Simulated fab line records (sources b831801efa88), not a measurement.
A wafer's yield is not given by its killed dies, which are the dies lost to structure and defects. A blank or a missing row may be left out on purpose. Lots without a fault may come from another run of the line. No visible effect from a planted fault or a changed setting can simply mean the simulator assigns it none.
Comparing a struck lot with a sound one ; flow sky130 ; 14 steps out of a route of 708
Sound: these wafers, L555.1, L555.4, L555.5. Wafers L567.1, L567.4, L567.5 were the ones struck. The cause is named last.
Each step with rows lists, per side, the tool, then ch with its chambers, then its first start. Under that, the readings that differ: sound wafers ; struck wafers ; difference of the means ; sigmas: that difference in standard deviations of wafers without a fault.
alike: words and numbers the same on both sides, and readings whose means are apart by under 2 such deviations; not compared: readings that were withheld, readings missing a value for some wafer, numbers with overlapping values and no deviation given by the record, and bounds like >300 which may hide the same value.
A row with sigmas, a row that says differs or no value, or rows on one side alone: a step with any of these is where the two part. Non-overlapping numbers with no deviation appear without sigmas and do not part them. Lack of a reading on every wafer of one side parts them only where that side has two or more wafers.

SKY_METAL1_SPUTTER_01: material TiN, target thk 20 nm, time 16.7 s.
  sound on pvd_sputter-02, day 35 01:22; struck on pvd_sputter-02, day 38 11:37
  alike: chamber_pressure_pa, throttle_valve_pct
SKY_METAL1_SPUTTER_02: material AlCu, target thk 250 nm, time 13.3 s.
  sound on pvd_sputter-02, day 35 01:23; struck on pvd_sputter-02, day 38 11:38
  alike: chamber_pressure_pa, throttle_valve_pct
SKY_METAL1_SPUTTER_03: material Ti, target thk 5 nm, time 3.3 s.
  sound on pvd_sputter-02, day 35 01:25; struck on pvd_sputter-02, day 38 11:40
  alike: chamber_pressure_pa, throttle_valve_pct
SKY_METAL1_SPUTTER_04: material TiN, target thk 70 nm, time 58.3 s.
  sound on pvd_sputter-02, day 35 01:26; struck on pvd_sputter-02, day 38 11:41
  alike: chamber_pressure_pa, throttle_valve_pct
SKY_METAL1_RS_MEAS_05: uses a four-point probe to measure.
  sound on film_metro-03, day 35 01:29; struck on film_metro-02, day 38 11:44
  alike: METAL1_ALCU_RS
SKY_METAL1_THK_MEAS_06: measures by xrf.
  sound on film_metro-03, day 35 01:36; struck on film_metro-02, day 38 11:51
  alike: METAL1_ALCU_THK
then, 6 steps without rows for these wafers: SKY_METAL1_DEHYDRATE_07 (time 60 s); SKY_METAL1_HMDS_08 (prime time 60 s); SKY_METAL1_COAT_09 (resist thk 60 nm); SKY_METAL1_COAT_10 (resist thk 450 nm); SKY_METAL1_SOFTBAKE_11 (time 90 s); SKY_METAL1_EXPOSE_12 (exposes mask MM1, target cd 140 nm).
SKY_METAL1_PEB_13:
  struck on litho_track-04, day 39 13:00; sound on litho_track-04 ch 0, day 36 03:00
reading;sound;struck;difference;sigmas
exhaust_pa (Pa);45.8 46.8 44.8;- - -;no value on the struck wafers;
  not compared: chill_plate_temp_C
then, 1 step without rows for these wafers: SKY_METAL1_DEVELOP_14 (develop time 60 s).

== WHERE THEY PART ==
Only at SKY_METAL1_PEB_13, as far as this record shows.

WHY: what had been put in by the simulator
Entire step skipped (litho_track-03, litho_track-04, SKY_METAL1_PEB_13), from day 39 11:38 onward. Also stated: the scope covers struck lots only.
